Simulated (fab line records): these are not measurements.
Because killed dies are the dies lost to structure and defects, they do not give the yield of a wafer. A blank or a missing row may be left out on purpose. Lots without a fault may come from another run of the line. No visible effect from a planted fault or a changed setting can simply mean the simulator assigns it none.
The tool behind it: which one?    flow sky130    Sampling: 12 lots, 36 wafers, 5 of 708 route steps

== WHAT THE GAUGES READ, wafer by wafer ==
The record lacks any reading of a measuring or inspecting step that a usual standard deviation could be used to judge.

== WHAT TOOL EACH LOT RAN ON (gives the tool, then ch and the chambers of the sampled wafers, and finally the start) ==
lot   SKY_VT_ADJUST_NCORE_STRIP_10         SKY_LDD_HVN_EXPOSE_04               SKY_LDD_HVN_STRIP_09                 SKY_POLY_CUT_ETCH_10               SKY_PAD_OPEN_PROBE_99
L291  plasmaAsher-04 ch 0,1, day 8 18:26   ilineStepper-01 ch 0, day 19 16:14  plasmaAsher-01 ch 0,1, day 20 07:37  rieDiel-03 ch 0,2,3, day 24 04:47  prober-01, day 45 18:59
L292  plasmaAsher-03 ch 0,1, day 8 21:14   ilineStepper-01 ch 0, day 19 19:28  plasmaAsher-03 ch 0,1, day 20 11:20  rieDiel-01 ch 0,1,2, day 24 08:57  prober-02, day 45 21:49
L294  plasmaAsher-02 ch 0, day 9 08:30     ilineStepper-01 ch 0, day 20 14:43  plasmaAsher-03 ch 0, day 21 04:53    rieDiel-04 ch 0,1,2, day 25 02:18  prober-02, day 46 12:07
L301  plasmaAsher-02 ch 1, day 11 17:27    ilineStepper-01 ch 0, day 23 16:52  plasmaAsher-04 ch 1, day 24 08:04    rieDiel-01 ch 0,1,3, day 28 02:25  prober-01, day 48 09:18
L305  plasmaAsher-04 ch 1, day 12 16:56    ilineStepper-01 ch 0, day 24 22:00  plasmaAsher-04 ch 0,1, day 25 12:58  rieDiel-03 ch 1,2,3, day 29 05:56  prober-01, day 49 05:27
L306  plasmaAsher-03 ch 0,1, day 12 21:56  ilineStepper-01 ch 0, day 25 06:31  plasmaAsher-03 ch 0,1, day 25 21:30  rieDiel-01 ch 0,1, day 29 14:32    prober-02, day 49 13:42
L307  plasmaAsher-02 ch 0,1, day 13 08:23  ilineStepper-01 ch 0, day 25 17:10  plasmaAsher-04 ch 0,1, day 26 07:58  rieDiel-01 ch 0,2,3, day 30 01:57  prober-01, day 49 16:43
L309  plasmaAsher-02 ch 0,1, day 13 20:26  ilineStepper-01 ch 0, day 26 07:16  plasmaAsher-04 ch 0,1, day 26 22:22  rieDiel-03 ch 0,1,3, day 30 14:00  prober-02, day 49 23:43
L308  plasmaAsher-04 ch 0,1, day 14 01:23  ilineStepper-01 ch 0, day 26 10:38  plasmaAsher-01 ch 0,1, day 27 01:30  rieDiel-03 ch 0,1, day 30 17:56    prober-01, day 50 02:45
L310  plasmaAsher-03 ch 0,1, day 14 07:06  ilineStepper-02 ch 0, day 26 16:05  plasmaAsher-01 ch 0,1, day 27 06:50  rieDiel-03 ch 0,1,2, day 30 22:45  prober-02, day 50 08:04
L311  plasmaAsher-03 ch 0, day 14 12:30    ilineStepper-02 ch 0, day 26 18:29  plasmaAsher-03 ch 1, day 27 09:00    rieDiel-03 ch 2,3, day 31 00:32    prober-01, day 50 09:08
L312  plasmaAsher-02 ch 0,1, day 14 19:48  ilineStepper-01 ch 0, day 27 04:46  plasmaAsher-04 ch 0, day 27 18:34    rieDiel-03 ch 0,1,3, day 31 12:41  prober-02, day 50 14:38
- SKY_VT_ADJUST_NCORE_STRIP_10: strips in O2/N2.
- SKY_LDD_HVN_EXPOSE_04: exposes mask HVNTM, target cd 700 nm.
- SKY_LDD_HVN_STRIP_09: strips in O2/N2.
- SKY_POLY_CUT_ETCH_10: etches BARC in N2/H2, stops on SiO2, time 45.9 s, target depth 60 nm.
- SKY_PAD_OPEN_PROBE_99

== WHAT THE TOOLS THEMSELVES READ (means of the sampled wafers that have a number; where no wafer has one, the mark that the record gives instead) ==
SKY_VT_ADJUST_NCORE_STRIP_10. Usual: drypumpMotorCurrentA 5.7 A, standard deviation 0.5; oesProductAu 0.715 a.u., standard deviation 0.0044; stripTimeToEndpointS 13.92 s, standard deviation 0.042.
lot   tool            drypumpMotorCurrentA (A)  oesProductAu (a.u.)  stripTimeToEndpointS (s)  flag
L291  plasmaAsher-04  5.3                       0.716                13.90                     
L292  plasmaAsher-03  6.4                       0.712                13.93                     
L294  plasmaAsher-02  5.5                       0.718                13.90                     
L301  plasmaAsher-02  5.5                       0.715                13.93                     
L305  plasmaAsher-04  5.5                       0.717                13.92                     
L306  plasmaAsher-03  6.3                       0.712                13.91                     
L307  plasmaAsher-02  5.6                       0.714                13.92                     
L309  plasmaAsher-02  5.5                       0.713                14.00                     
L308  plasmaAsher-04  5.3                       0.717                13.95                     
L310  plasmaAsher-03  6.3                       0.718                13.97                     
L311  plasmaAsher-03  6.1                       0.714                13.93                     
L312  plasmaAsher-02  5.5                       0.718                13.87                     

SKY_LDD_HVN_EXPOSE_04. Usual: focusOffsetNm at 0.1 nm, with a standard deviation of 0.53.
lot   tool             focusOffsetNm (nm)  flag
L291  ilineStepper-01  0.5                 
L292  ilineStepper-01  0.4                 
L294  ilineStepper-01  0.0                 
L301  ilineStepper-01  0.0                 
L305  ilineStepper-01  -0.2                
L306  ilineStepper-01  -0.0                
L307  ilineStepper-01  -0.1                
L309  ilineStepper-01  0.5                 
L308  ilineStepper-01  0.2                 
L310  ilineStepper-02  -0.1                
L311  ilineStepper-02  0.4                 
L312  ilineStepper-01  0.8                 

SKY_LDD_HVN_STRIP_09. Usual: drypumpMotorCurrentA 5.8 A, standard deviation 0.5; oesProductAu 0.409 a.u., standard deviation 0.0049; stripTimeToEndpointS 4.142 s, standard deviation 0.014.
lot   tool            drypumpMotorCurrentA (A)  oesProductAu (a.u.)  stripTimeToEndpointS (s)  flag
L291  plasmaAsher-01  5.8                       0.408                4.139                     
L292  plasmaAsher-03  6.4                       0.410                4.121                     
L294  plasmaAsher-03  6.1                       0.407                4.143                     
L301  plasmaAsher-04  5.4                       0.410                4.124                     
L305  plasmaAsher-04  5.1                       0.408                4.149                     
L306  plasmaAsher-03  6.2                       0.414                4.143                     
L307  plasmaAsher-04  5.2                       0.408                4.142                     
L309  plasmaAsher-04  5.1                       0.412                4.142                     
L308  plasmaAsher-01  5.8                       0.407                4.155                     
L310  plasmaAsher-01  5.8                       0.404                4.133                     
L311  plasmaAsher-03  6.5                       0.408                4.159                     
L312  plasmaAsher-04  5.0                       0.409                4.151                     

SKY_POLY_CUT_ETCH_10. Usual: drypumpMotorCurrentA 6.0 A, standard deviation 0.46; oesProductAu 0.855 a.u., standard deviation 0.0051; throttleValvePct 13.225 %, standard deviation 0.0099.
lot   tool        drypumpMotorCurrentA (A)  oesProductAu (a.u.)  throttleValvePct (%)  flag
L291  rieDiel-03  5.8                       0.855                13.226                
L292  rieDiel-01  6.2                       0.850                13.219                
L294  rieDiel-04  6.2                       0.853                13.227                
L301  rieDiel-01  5.9                       0.854                13.224                
L305  rieDiel-03  5.9                       0.857                13.222                
L306  rieDiel-01  5.8                       0.856                13.219                
L307  rieDiel-01  5.8                       0.855                13.228                
L309  rieDiel-03  6.0                       0.855                13.227                
L308  rieDiel-03  6.1                       0.859                13.224                
L310  rieDiel-03  5.9                       0.854                13.222                
L311  rieDiel-03  5.8                       0.855                13.230                
L312  rieDiel-03  6.0                       0.852                13.235                

SKY_PAD_OPEN_PROBE_99. Usual: killed_at_M0_to_M3 43, standard deviation 7.3; killed_at_M4_up 3.1, standard deviation 1.8; killedAtContacts 24, standard deviation 5.4; killedAtFrontEnd 15, standard deviation 4.1; killedAtOther 0.2, standard deviation 0.52; killedDies 86, standard deviation 10; killedOnRim 17, standard deviation 4.1; killedOpen 47, standard deviation 7.3; killedShort 39, standard deviation 6.4.
lot   tool       killed_at_M0_to_M3  killed_at_M4_up  killedAtContacts  killedAtFrontEnd  killedAtOther  killedDies  killedOnRim  killedOpen  killedShort  flag
L291  prober-01  39                  3.7              21                11                0.0            75          15           36          38           
L292  prober-02  43                  2.7              26                16                0.7            89          17           44          45           
L294  prober-02  47                  3.0              21                13                0.3            84          14           45          39           
L301  prober-01  43                  2.0              26                16                0.3            87          12           49          38           
L305  prober-01  45                  1.3              27                16                0.0            90          15           50          39           
L306  prober-02  51                  4.3              18                15                0.0            88          19           52          37           
L307  prober-01  38                  2.7              19                14                0.0            73          11           41          32           
L309  prober-02  43                  1.0              30                17                0.3            92          19           51          41           
L308  prober-01  35                  3.0              23                16                0.0            77          15           45          31           
L310  prober-02  42                  3.7              21                15                1.0            83          18           46          37           
L311  prober-01  39                  3.7              24                17                0.0            84          19           49          34           
L312  prober-02  36                  3.3              24                16                0.3            79          15           44          35           

== THE ANSWER, worked out from the rows above alone ==
Rule: a lot is off if the mean of its wafers that have a number lies more than 3 standard deviations from the usual mean. A lot without any number at a reading at which 4 lots or more have one is off too. Where the step has rows for the other lots, those lots are counted as sound. Order of review: gauges by route order, followed by the tools' own readings, for which a lot's mean as printed above is used. The first step at which some lot is off is used, and at that step the reading that is off furthest; a lot without a number counts as furthest.
No lot is off on any of the readings shown, so nothing can be concluded from this.

== WHAT THE SIMULATOR HAD INSERTED ==
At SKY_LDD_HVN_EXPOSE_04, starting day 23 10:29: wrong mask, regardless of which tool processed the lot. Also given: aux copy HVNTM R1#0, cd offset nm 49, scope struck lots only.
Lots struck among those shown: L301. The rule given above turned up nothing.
